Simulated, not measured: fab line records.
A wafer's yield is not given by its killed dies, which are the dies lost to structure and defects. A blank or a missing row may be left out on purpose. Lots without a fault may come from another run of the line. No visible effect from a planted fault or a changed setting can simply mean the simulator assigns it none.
fab line records -- flow sky130
record: lots: 7, wafers: 21, lastDay: 50
route steps=708 shown METAL4@627 VIA4@639 PAD_OPEN@708
lots untouched by any fault: they come from a run of this same line in which no faults occurred
startH: hours from the record's opening day to when the first of the lot's shown wafers began -- waitH: hours from the lot's prior step to this one -- " as in the row above -- L1.1+2: a row that stands for several wafers -- - either no value or no given start -- * or withheld: withheld -- < > ~ a bound
route shown NAME@n: names a module that has steps shown in the file, with the first one's number in the route -- usual: average and standard deviation across the fault-free wafers -- same: alike in all rows -- chamber/n: place in a boat -- sites: the reading at each site -- _std_site: standard deviation of those values -- _edge_site: inner sites' mean taken away from outer sites' mean -- radiusMm: how far each site lies from the wafer's centre -- mask NAME#n: copy n -- behind: the tool/chamber that last shaped the wafer -- hold: reason for holding the lot/hours on hold/outcome of the hold -- device: names the non-switching transistor (n, p or np) -- end of line: tests of these same wafers at the route's end -- step lacking rows: just its recipe -- killed: count of dies lost to structure and defects at first sort (not the wafer's yield) -- map: a wafer's dies, x killed, . not, _ none there
set.NAME: the setting the step ran with; set.NAME@STEP: the setting that earlier step ran with -- model.NAME: the simulator's own value behind a step, which no gauge read
lots at selected steps of the route; one table per step, one row per wafer
services: when a tool's chamber went out of use (startH, in hours from the record's first day, below 0 if earlier), for how many hours, and the reason
== steps ==
step: SKY_METAL4_PEB_11
recipe: pebTempC: withheld, pebTimeS: withheld, resist: KrF-thick
step: SKY_METAL4_DEVELOP_12
recipe: developTimeS: 60, resist: KrF-thick, devTempC: 21
step: SKY_METAL4_CD_MEAS_13
recipe: targetCdNm: 300
usual: cdNm: 299.9/1.2
lot.wafer,tool,chamber,startH,waitH,cdNm
L105.1,cdSem-01,-,1012.57,-,300.0
L105.5,cdSem-01,-,1012.57,-,301.9
L105.6,cdSem-01,-,1012.57,-,299.8
L113.1,cdSem-02,-,1052.82,-,300.9
L113.3,cdSem-02,-,1052.82,-,300.5
L113.6,cdSem-02,-,1052.82,-,301.4
L114.2,cdSem-02,-,1054.29,-,300.0
L114.4,cdSem-02,-,1054.29,-,301.4
L114.6,cdSem-02,-,1054.29,-,301.0
L116.1,cdSem-02,-,1061.77,-,299.3
L116.2,cdSem-02,-,1061.77,-,300.4
L116.6,cdSem-02,-,1061.77,-,300.6
L118.1,cdSem-02,-,1081.47,-,299.9
L118.4,cdSem-02,-,1081.47,-,298.8
L118.5,cdSem-02,-,1081.47,-,300.9
L125.2,cdSem-02,-,1117.04,-,299.4
L125.3,cdSem-02,-,1117.04,-,301.0
L125.4,cdSem-02,-,1117.04,-,298.6
L127.1,cdSem-02,-,1118.41,-,301.5
L127.4,cdSem-02,-,1118.41,-,300.9
L127.5,cdSem-02,-,1118.41,-,301.0
step: SKY_METAL4_OVL_MEAS_14
usual: METAL4_OVL: -2/6.2
lot.wafer,tool,chamber,startH,waitH,METAL4_OVL[nm]
L105.1,overlay-01,-,1012.69,0.1,-6
L105.5,overlay-01,-,1012.69,0.1,-9
L105.6,overlay-01,-,1012.69,0.1,0
L113.1,overlay-01,-,1052.94,0.1,-9
L113.3,overlay-01,-,1052.94,0.1,-7
L113.6,overlay-01,-,1052.94,0.1,-3
L114.2,overlay-01,-,1054.40,0.1,-6
L114.4,overlay-01,-,1054.40,0.1,-3
L114.6,overlay-01,-,1054.40,0.1,-2
L116.1,overlay-02,-,1061.89,0.1,3
L116.2,overlay-02,-,1061.89,0.1,12
L116.6,overlay-02,-,1061.89,0.1,7
L118.1,overlay-02,-,1081.59,0.1,-8
L118.4,overlay-02,-,1081.59,0.1,-13
L118.5,overlay-02,-,1081.59,0.1,-11
L125.2,overlay-01,-,1117.15,0.1,0
L125.3,overlay-01,-,1117.15,0.1,5
L125.4,overlay-01,-,1117.15,0.1,-4
L127.1,overlay-02,-,1118.53,0.1,8
L127.4,overlay-02,-,1118.53,0.1,3
L127.5,overlay-02,-,1118.53,0.1,-2
step: SKY_METAL4_DESCUM_15
recipe: chemistry: O2, sourcePowerW: 150, biasPowerW: 0, pressureMtorr: 10, tempC: 40, timeS: 8
usual: chamberPressureMTorr: 10.001/0.0089, drypumpMotorCurrentA: 6.0/0.51, oesProductAu: 0.997/0.0097
lot.wafer,tool,chamber,startH,waitH,chamberPressureMTorr,drypumpMotorCurrentA,oesProductAu,rfHoursCounterH
L105.1,rieMetal-01,1,1012.73,0.0,10.005,6.2,1.013,16
L105.5,rieMetal-01,0,1012.73,0.0,9.999,5.9,0.993,-
L105.6,rieMetal-01,1,1012.73,0.0,9.996,6.2,1.008,-
L113.1,rieMetal-03,1,1052.98,0.0,10.002,5.2,0.990,23
L113.3,rieMetal-03,1,1052.98,0.0,10.004,5.1,0.996,-
L113.6,rieMetal-03,0,1052.98,0.0,9.992,6.4,0.985,-
L114.2,rieMetal-04,0,1054.43,0.0,10.005,6.5,0.995,21
L114.4,rieMetal-04,0,1054.43,0.0,9.986,6.6,0.987,-
L114.6,rieMetal-04,0,1054.43,0.0,10.008,6.6,0.990,-
L116.1,rieMetal-04,0,1061.93,0.0,10.006,6.5,0.997,21
L116.2,rieMetal-04,1,1061.93,0.0,10.004,5.4,0.995,19
L116.6,rieMetal-04,0,1061.93,0.0,10.009,6.5,0.996,-
L118.1,rieMetal-01,0,1081.63,0.0,9.997,5.9,0.996,15
L118.4,rieMetal-01,1,1081.63,0.0,9.991,6.2,1.010,-
L118.5,rieMetal-01,0,1081.63,0.0,9.996,5.9,0.985,-
L125.2,rieMetal-01,0,1117.18,0.0,10.015,6.0,0.995,19
L125.3,rieMetal-01,1,1117.18,0.0,9.989,6.2,1.014,-
L125.4,rieMetal-01,0,1117.18,0.0,10.001,6.0,0.988,-
L127.1,rieMetal-03,1,1118.56,0.0,9.997,5.1,0.996,3
L127.4,rieMetal-03,0,1118.56,0.0,9.997,6.4,0.989,-
L127.5,rieMetal-03,1,1118.56,0.0,10.002,5.1,1.006,-
step: SKY_METAL4_ETCH_16
recipe: chemistry: N2/H2, target: BARC, ionEnergyEv: 200, biasW: 100, pressureMtorr: 30, n2FlowSccm: 100, h2FlowSccm: 200, icpW: 500, stopOn: SiO2, timeS: 88.2, targetDepthA: 600
usual: chamberPressureMTorr: 29.999/0.024, drypumpMotorCurrentA: 6.0/0.51, oesProductAu: 0.626/0.005, throttleValvePct: 13.206/0.0086
lot.wafer,tool,chamber,startH,waitH,chamberPressureMTorr,drypumpMotorCurrentA,oesProductAu,rfHoursCounterH,throttleValvePct
L105.1,rieMetal-01,1,1012.76,0.0,30.019,6.2,0.623,16,13.197
L105.5,rieMetal-01,0,1012.76,0.0,29.987,6.0,0.634,-,13.201
L105.6,rieMetal-01,1,1012.76,0.0,29.992,6.2,0.626,-,13.208
L113.1,rieMetal-03,1,1053.01,0.0,29.995,5.1,0.626,23,13.213
L113.3,rieMetal-03,1,1053.01,0.0,30.014,5.1,0.629,-,13.198
L113.6,rieMetal-03,0,1053.01,0.0,30.018,6.4,0.624,-,13.217
L114.2,rieMetal-04,0,1054.46,0.0,29.977,6.6,0.623,21,13.226
L114.4,rieMetal-04,0,1054.46,0.0,29.973,6.6,0.628,-,13.217
L114.6,rieMetal-04,0,1054.46,0.0,30.019,6.6,0.624,-,13.198
L116.1,rieMetal-04,0,1061.96,0.0,30.007,6.6,0.633,21,13.193
L116.2,rieMetal-04,1,1061.96,0.0,29.973,5.4,0.618,19,13.198
L116.6,rieMetal-04,0,1061.96,0.0,29.997,6.5,0.626,-,13.191
L118.1,rieMetal-01,0,1081.66,0.0,30.046,6.0,0.629,15,13.208
L118.4,rieMetal-01,1,1081.66,0.0,29.982,6.2,0.625,-,13.212
L118.5,rieMetal-01,0,1081.66,0.0,30.025,5.9,0.629,-,13.219
L125.2,rieMetal-01,0,1117.21,0.0,29.962,5.9,0.621,19,13.206
L125.3,rieMetal-01,1,1117.21,0.0,30.002,6.2,0.628,-,13.204
L125.4,rieMetal-01,0,1117.21,0.0,29.998,6.0,0.630,-,13.211
L127.1,rieMetal-03,1,1118.60,0.0,29.996,5.1,0.625,3,13.211
L127.4,rieMetal-03,0,1118.60,0.0,30.027,6.5,0.630,-,13.205
L127.5,rieMetal-03,1,1118.60,0.0,29.965,5.1,0.626,-,13.201
step: SKY_METAL4_ETCH_17
recipe: target: SiO2, stopOn: TiN, chemistry: C4F8/O2/Ar, sourceW: 1500, biasW: 1200, pressureMtorr: 40, c4f8FlowSccm: withheld, O2_flow_sccm: 6, Ar_flow_sccm: 300, timeS: 3.9, targetDepthA: 150
usual: chamberPressureMTorr: 40.00/0.035, oesProductAu: 0.755/0.0076
lot.wafer,tool,chamber,startH,waitH,chamberPressureMTorr,oesProductAu
L105.1,rieDiel-01,0,1012.86,0.1,40.00,0.751
L105.5,rieDiel-01,1,1012.86,0.1,40.03,0.749
L105.6,rieDiel-01,2,1012.86,0.1,40.02,0.760
L113.1,rieDiel-03,3,1053.11,0.1,40.04,0.757
L113.3,rieDiel-03,0,1053.11,0.1,40.01,0.753
L113.6,rieDiel-03,3,1053.11,0.1,40.01,0.769
L114.2,rieDiel-01,2,1054.56,0.1,39.97,0.765
L114.4,rieDiel-01,3,1054.56,0.1,40.01,0.757
L114.6,rieDiel-01,1,1054.56,0.1,40.00,0.767
L116.1,rieDiel-03,0,1062.06,0.1,39.97,0.750
L116.2,rieDiel-03,3,1062.06,0.1,40.07,0.748
L116.6,rieDiel-03,2,1062.06,0.1,40.02,0.763
L118.1,rieDiel-03,2,1081.76,0.1,40.03,0.745
L118.4,rieDiel-03,3,1081.76,0.1,39.99,0.761
L118.5,rieDiel-03,0,1081.76,0.1,39.88,0.753
L125.2,rieDiel-01,1,1117.31,0.1,40.02,0.747
L125.3,rieDiel-01,2,1117.31,0.1,39.99,0.761
L125.4,rieDiel-01,0,1117.31,0.1,39.98,0.754
L127.1,rieDiel-02,1,1118.69,0.1,39.97,0.746
L127.4,rieDiel-02,0,1118.69,0.1,40.11,0.760
L127.5,rieDiel-02,2,1118.69,0.1,40.01,0.751
step: SKY_METAL4_METAL_ETCH_18
recipe: targetDepthA: 8450, stopOn: SiO2, overEtchFrac: 0.3, timeS: 183.1, chemistry: Cl2/BCl3, resistSidewallDeg: 88, pressureMtorr: 10, icpW: 900, biasW: 48.5, Cl2_flow_sccm: 60, bcl3FlowSccm: 30
step: SKY_METAL4_STRIP_19
recipe: chemistry: O2/N2, powerW: 1400, pressureMtorr: 1500, platenTempC: withheld, o2FlowSccm: 3000, n2FlowSccm: 300, overashFraction: 0.5
usual: chamberPressureMTorr: 1500.3/1.3, drypumpMotorCurrentA: 5.7/0.49, oesProductAu: 0.505/0.0059, stripTimeToEndpointS: 6.59/0.091
lot.wafer,tool,chamber,startH,waitH,chamberPressureMTorr,drypumpMotorCurrentA,oesProductAu,rfHoursCounterH,stripTimeToEndpointS
L105.1,plasmaAsher-02,0,1013.05,0.1,1499.7,6.7,0.508,87,6.67
L105.5,plasmaAsher-02,0,1013.05,0.1,1499.3,6.6,0.505,-,6.68
L105.6,plasmaAsher-02,1,1013.05,0.1,1501.3,5.7,0.512,-,6.69
L113.1,plasmaAsher-03,0,1053.30,0.1,1501.9,6.2,0.501,31,6.59
L113.3,plasmaAsher-03,0,1053.30,0.1,1501.7,6.2,0.505,-,6.50
L113.6,plasmaAsher-03,0,1053.30,0.1,1500.5,6.2,0.508,-,6.75
L114.2,plasmaAsher-01,1,1054.75,0.1,1499.4,4.9,0.512,66,6.65
L114.4,plasmaAsher-01,1,1054.75,0.1,1497.4,4.9,0.503,-,6.67
L114.6,plasmaAsher-01,0,1054.75,0.1,1501.2,5.8,0.506,-,6.55
L116.1,plasmaAsher-03,0,1062.25,0.1,1500.1,6.2,0.494,32,6.56
L116.2,plasmaAsher-03,1,1062.25,0.1,1501.6,5.6,0.513,32,6.77
L116.6,plasmaAsher-03,0,1062.25,0.1,1501.4,6.2,0.516,-,6.77
L118.1,plasmaAsher-03,1,1081.95,0.1,1501.0,5.6,0.509,34,6.50
L118.4,plasmaAsher-03,0,1081.95,0.1,1499.4,6.2,0.505,-,6.60
L118.5,plasmaAsher-03,1,1081.95,0.1,1498.1,5.6,0.507,-,6.65
L125.2,plasmaAsher-01,0,1117.50,0.1,1500.6,5.7,0.510,73,6.50
L125.3,plasmaAsher-01,1,1117.50,0.1,1499.7,4.9,0.503,-,6.50
L125.4,plasmaAsher-01,0,1117.50,0.1,1501.0,5.8,0.500,-,6.62
L127.1,plasmaAsher-03,0,1118.89,0.1,1500.8,6.2,0.509,38,6.49
L127.4,plasmaAsher-03,0,1118.89,0.1,1498.3,6.2,0.495,-,6.47
L127.5,plasmaAsher-03,1,1118.89,0.1,1498.7,5.6,0.507,-,6.70
step: SKY_METAL4_STRIP_20
recipe: chemistry: postEtchResidueRemover, timeS: 1200, tempC: 72.5
step: SKY_METAL4_CLEAN_21
recipe: chemistry: IPA, timeS: 180, tempC: 25
step: SKY_METAL4_CLEAN_22
recipe: chemistry: O3/DIW, dry: n2Spin
step: SKY_VIA4_HDPCVD_00
recipe: material: SiO2, targetThkNm: 1750, sigmaOpenFrac: 0.3, timeS: 291.7, tempC: 400, sih4FlowSccm: 60, pressureMtorr: 6
usual: pressureMtorr: 5.998/0.013, runLengthS: 319.5/0.57
lot.wafer,tool,chamber,startH,waitH,pressureMtorr,runLengthS,model.SiO2_of_VIA4_HDPCVD_00.thkNm
L105.1,hdpcvd-01,0,1013.69,0.0,5.983,319.5,1732
L105.5,hdpcvd-01,2,1013.69,0.0,5.999,319.9,1729
L105.6,hdpcvd-01,0,1013.69,0.0,6.001,319.8,1727
L113.1,hdpcvd-01,0,1053.90,0.0,6.006,318.9,1727
L113.3,hdpcvd-01,1,1053.90,0.0,5.966,359.5,1947
L113.6,hdpcvd-01,1,1053.90,0.0,5.996,359.6,1964
L114.2,hdpcvd-01,2,1055.35,0.0,5.993,319.5,1724
L114.4,hdpcvd-01,0,1055.35,0.0,5.999,319.1,1736
L114.6,hdpcvd-01,1,1055.35,0.0,5.991,360.1,1969
L116.1,hdpcvd-01,2,1062.85,0.0,5.986,319.7,1704
L116.2,hdpcvd-01,1,1062.85,0.0,5.999,360.0,1971
L116.6,hdpcvd-01,1,1062.85,0.0,5.994,359.7,1972
L118.1,hdpcvd-02,2,1082.55,0.0,5.997,319.0,1730
L118.4,hdpcvd-02,0,1082.55,0.0,6.005,320.7,1758
L118.5,hdpcvd-02,2,1082.55,0.0,5.989,319.3,1735
L125.2,hdpcvd-02,0,1118.10,0.0,5.990,320.3,1757
L125.3,hdpcvd-02,1,1118.10,0.0,5.996,319.6,1725
L125.4,hdpcvd-02,2,1118.10,0.0,6.013,318.6,1751
L127.1,hdpcvd-02,0,1119.52,0.0,6.001,320.9,1796
L127.4,hdpcvd-02,1,1119.52,0.0,6.002,319.8,1751
L127.5,hdpcvd-02,2,1119.52,0.0,6.005,318.6,1750
step: SKY_VIA4_THK_MEAS_01
recipe: reads: SiO2_of_VIA4_HDPCVD_00
usual: VIA4_HDPCVD_THK: 1741/20
lot.wafer,tool,chamber,startH,waitH,VIA4_HDPCVD_THK[nm]
L105.1,filmMetro-03,-,1013.87,0.1,1731
L105.5,filmMetro-03,-,1013.87,0.1,1729
L105.6,filmMetro-03,-,1013.87,0.1,1726
L113.1,filmMetro-04,-,1054.07,0.1,1727
L113.3,filmMetro-04,-,1054.07,0.1,1948
L113.6,filmMetro-04,-,1054.07,0.1,1964
L114.2,filmMetro-04,-,1055.53,0.1,1724
L114.4,filmMetro-04,-,1055.53,0.1,1737
L114.6,filmMetro-04,-,1055.53,0.1,1969
L116.1,filmMetro-02,-,1063.02,0.1,1704
L116.2,filmMetro-02,-,1063.02,0.1,1971
L116.6,filmMetro-02,-,1063.02,0.1,1971
L118.1,filmMetro-04,-,1082.72,0.1,1730
L118.4,filmMetro-04,-,1082.72,0.1,1758
L118.5,filmMetro-04,-,1082.72,0.1,1735
L125.2,filmMetro-04,-,1118.28,0.1,1758
L125.3,filmMetro-04,-,1118.28,0.1,1725
L125.4,filmMetro-04,-,1118.28,0.1,1751
L127.1,filmMetro-02,-,1119.70,0.1,1797
L127.4,filmMetro-02,-,1119.70,0.1,1751
L127.5,filmMetro-02,-,1119.70,0.1,1750
step: SKY_VIA4_CMP_02
recipe: material: SiO2, downForcePsi: 4, platenRpm: 60, padVelocityMS: 0.94248
usual: edgeZonePressureFrac: 1.000/0.0058, motorCurrentA: 12.0/1.4, platenRpm: 60.00/0.036
lot.wafer,tool,chamber,startH,waitH,edgeZonePressureFrac,motorCurrentA,platenRpm
L105.1,cmp-01,0,1014.08,0.2,1.002,10.4,60.00
L105.6,cmp-01,1,1014.08,0.2,0.999,13.1,59.97
L105.5,cmp-01,2,1014.08,0.2,1.006,12.2,59.97
L113.3,cmp-02,0,1054.23,0.1,0.993,10.6,59.99
L113.1,cmp-02,1,1054.23,0.1,0.996,11.6,60.00
L113.6,cmp-02,2,1054.23,0.1,0.995,10.0,60.00
L114.4,cmp-01,3,1055.58,0.0,0.998,13.8,59.97
L114.2,cmp-01,1,1055.58,0.0,0.995,13.9,59.97
L114.6,cmp-01,0,1055.58,0.0,1.006,10.0,60.11
L116.1,cmp-01,2,1063.18,0.1,1.013,12.8,60.04
L116.2,cmp-01,3,1063.18,0.1,0.993,13.9,59.99
L116.6,cmp-01,1,1063.18,0.1,1.004,14.7,60.05
L118.4,cmp-01,2,1082.78,0.0,1.005,12.8,59.99
L118.1,cmp-01,3,1082.78,0.0,1.007,14.2,60.04
L118.5,cmp-01,3,1082.78,0.0,1.004,13.6,60.04
L125.3,cmp-01,3,1118.50,0.2,0.997,14.3,60.00
L125.2,cmp-01,0,1118.50,0.2,1.007,10.4,60.01
L125.4,cmp-01,1,1118.50,0.2,0.995,12.2,59.99
L127.4,cmp-01,3,1119.76,0.0,1.000,14.3,60.02
L127.1,cmp-01,0,1119.76,0.0,0.997,9.9,60.03
L127.5,cmp-01,3,1119.76,0.0,0.992,14.5,59.98
step: SKY_PAD_OPEN_PROBE_99
usual: defectLimitedYield: 82.3/1.9, killed_at_M0_to_M3: 44/6.5, killed_at_M4_up: 3.3/1.9, killedAtContacts: 24/5.3, killedAtFrontEnd: 15/4.5, killedAtOther: 0.3/0.58, killedDies: 87/9.3, killedOpen: 48/6.6, killedShort: 39/6.1, sort_bin_3_pad_short: 0.9/0.46, sort_bin_5_function: 10.5/1.6, sort_bin_6_memory: 6.3/1.1, sortNPass: 405/9.3, sortYieldPct: 82.3/1.9
same: grossDies: 492, killedAtBackSide: 0, sort_bin_4_leakage[%]: 0, sort_bin_8_speed[%]: 0
lot.wafer,tool,chamber,startH,waitH,defectLimitedYield[%],killed_at_M0_to_M3,killed_at_M4_up,killedAtContacts,killedAtFrontEnd,killedAtOther,killedDies,killedOpen,killedShort,sort_bin_3_pad_short[%],sort_bin_5_function[%],sort_bin_6_memory[%],sortNPass,sortYieldPct[%]
L105.1,prober-01,-,1104.73,0.1,82.1,37,4,30,17,0,88,56,32,0.2,9.8,7.9,404,82.1
L105.5,prober-01,-,1104.93,0.2,82.1,55,2,17,14,0,88,55,33,0.6,9.3,7.9,404,82.1
L105.6,prober-01,-,1104.98,0.2,82.7,43,3,23,16,0,85,44,41,0,11.8,5.5,407,82.7
L114.2,prober-02,-,1143.18,0.1,78.9,51,3,30,20,0,104,54,50,1.4,13.0,6.7,388,78.9
L114.4,prober-02,-,1143.28,0.2,82.1,48,5,21,14,0,88,47,41,0.6,9.6,7.7,404,82.1
L114.6,prober-02,-,1143.38,0.2,82.1,45,8,23,12,0,88,50,38,0.8,9.3,7.7,404,82.1
L118.1,prober-02,-,1165.89,0.1,81.3,41,2,28,21,0,92,50,42,0.2,13.4,5.1,400,81.3
L118.4,prober-02,-,1166.04,0.2,83.3,43,3,23,12,1,82,42,40,0.2,11.0,5.5,410,83.3
L118.5,prober-02,-,1166.09,0.2,82.9,41,4,19,20,0,84,52,32,1.0,10.4,5.7,408,82.9
L125.2,prober-01,-,1192.69,0.1,81.9,44,3,31,11,0,89,50,39,0.4,9.6,8.1,403,81.9
L125.3,prober-01,-,1192.74,0.2,84.8,35,5,17,17,1,75,47,28,1.2,8.5,5.5,417,84.8
L125.4,prober-01,-,1192.79,0.2,83.3,40,5,29,8,0,82,50,32,1.2,9.1,6.3,410,83.3
killed by level:class
L105.1 LI_CONTACT:geometricParticle:open=12 VIA1:geometricParticle:open=11 CONTACT:geometricParticle:short=9 FIELD_ISO:geometricParticle:short=7 CONTACT:geometricParticle:open=6 VIA2:geometricParticle:open=6 VIA3:geometricParticle:open=6 FIELD_ISO:geometricParticle:open=5
L105.5 VIA1:geometricParticle:open=11 CONTACT:geometricParticle:open=9 METAL1:geometricParticle:short=9 VIA2:geometricParticle:open=7 VIA3:geometricParticle:open=7 METAL2:geometricParticle:short=5 LI_CONTACT:geometricParticle:open=4 METAL1:geometricParticle:open=4
L105.6 VIA3:geometricParticle:open=9 CONTACT:geometricParticle:open=8 FIELD_ISO:geometricParticle:short=7 VIA1:geometricParticle:open=7 VIA2:geometricParticle:open=7 FIELD_ISO:geometricParticle:open=6 LOCAL_INTERCONNECT:geometricParticle:short=5 VIA1:geometricParticle:short=5
L114.2 CONTACT:geometricParticle:open=14 METAL1:geometricParticle:short=10 VIA1:geometricParticle:open=10 VIA2:geometricParticle:open=8 FIELD_ISO:geometricParticle:short=6 LI_CONTACT:geometricParticle:open=5 LOCAL_INTERCONNECT:geometricParticle:short=5 VIA2:geometricParticle:short=5
L114.4 VIA1:geometricParticle:open=16 CONTACT:geometricParticle:open=11 METAL1:geometricParticle:short=6 METAL4:geometricParticle:short=5 POLY_GATE:geometricParticle:short=4 VIA2:geometricParticle:short=4 LI_CONTACT:geometricParticle:open=4 VIA3:geometricParticle:open=4
L114.6 VIA3:geometricParticle:open=10 CONTACT:geometricParticle:open=8 LI_CONTACT:geometricParticle:open=7 METAL1:geometricParticle:short=6 VIA1:geometricParticle:short=6 VIA1:geometricParticle:open=6 LOCAL_INTERCONNECT:geometricParticle:short=4 METAL4:geometricParticle:short=4
L118.1 CONTACT:geometricParticle:open=11 VIA1:geometricParticle:open=9 METAL1:geometricParticle:short=7 CONTACT:geometricParticle:short=6 VIA2:geometricParticle:open=6 METAL2:geometricParticle:short=6 POLY_GATE:geometricParticle:short=5 LI_CONTACT:geometricParticle:open=5
L118.4 VIA1:geometricParticle:open=13 VIA3:geometricParticle:open=7 CONTACT:geometricParticle:short=7 CONTACT:geometricParticle:open=7 LI_CONTACT:geometricParticle:open=5 POLY_GATE:geometricParticle:short=4 VIA3:geometricParticle:short=4 METAL1:geometricParticle:short=4
L118.5 VIA1:geometricParticle:open=10 FIELD_ISO:geometricParticle:open=10 CONTACT:geometricParticle:open=9 METAL2:geometricParticle:short=7 VIA3:geometricParticle:open=7 VIA2:geometricParticle:open=5 LI_CONTACT:geometricParticle:open=4 METAL1:geometricParticle:short=4
L125.2 CONTACT:geometricParticle:open=14 VIA1:geometricParticle:open=9 VIA2:geometricParticle:open=8 FIELD_ISO:geometricParticle:short=5 CONTACT:geometricParticle:short=5 METAL2:geometricParticle:short=5 VIA3:geometricParticle:open=5 LI_CONTACT:geometricParticle:open=4
L125.3 VIA1:geometricParticle:open=10 POLY_GATE:geometricParticle:open=7 CONTACT:geometricParticle:open=7 VIA1:geometricParticle:short=5 VIA3:geometricParticle:open=5 FIELD_ISO:geometricParticle:open=4 LI_CONTACT:geometricParticle:open=3 LOCAL_INTERCONNECT:geometricParticle:short=3
L125.4 CONTACT:geometricParticle:open=16 VIA1:geometricParticle:open=10 LI_CONTACT:geometricParticle:open=6 VIA3:geometricParticle:open=5 CONTACT:geometricParticle:short=4 METAL2:geometricParticle:short=4 VIA2:geometricParticle:open=4 METAL3:geometricParticle:short=4
== services ==
tool,chamber,startH,hours,kind
cmp-01,-,989.27,16.3,repair
rieDiel-01,1,992.39,5.0,repair
hdpcvd-01,-,996.92,0.7,repair
hdpcvd-02,-,997.18,1.1,repair
rieDiel-02,0,1014.64,6.9,repair
hdpcvd-01,2,1017.49,12.9,repair
plasmaAsher-03,-,1019.86,2.2,repair
cmp-01,-,1027.99,3.7,pm
rieDiel-03,1,1028.00,19.8,repair
rieDiel-02,-,1046.93,2.8,pm
hdpcvd-02,-,1054.13,2.6,repair
rieMetal-03,-,1059.09,14.6,pm
rieDiel-02,-,1068.50,2.2,repair
plasmaAsher-01,-,1076.21,1.9,repair
rieDiel-02,3,1081.41,1.6,repair
cmp-01,-,1084.48,4.0,pm
rieMetal-03,-,1088.16,6.5,repair
cmp-01,-,1088.48,-,consumableReplace:conditioner
cmp-01,-,1088.48,-,consumableReplace:pad
rieMetal-01,-,1101.08,2.8,pm
rieDiel-01,0,1104.65,4.0,repair
rieDiel-01,2,1106.35,9.8,repair
hdpcvd-02,-,1113.50,1.3,repair
cmp-01,-,1115.86,0.9,repair
== key ==
firstSign: step: SKY_VIA4_HDPCVD_00, reading: runLengthS, direction: up, sigmas: 71, usual: *, struck: *
effect: step: SKY_VIA4_THK_MEAS_01, reading: VIA4_HDPCVD_THK, direction: up, sigmas: 11, usual: 1741, struck: 1965
modelEffect: step: SKY_VIA4_HDPCVD_00, value: SiO2_of_VIA4_HDPCVD_00.thkNm, without: 1722, struck: 1964
metAt SKY_VIA4_HDPCVD_00
struckWafers L113.3,L113.6,L114.6,L116.2,L116.6
fault: kind: processParameterDrift, tool: hdpcvd-01, chamber: 1, onsetH: 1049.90, steps: SKY_VIA4_HDPCVD_00, channel: timeS, offset: *, shape: step, endH: 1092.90, actsIn: *, stated: *
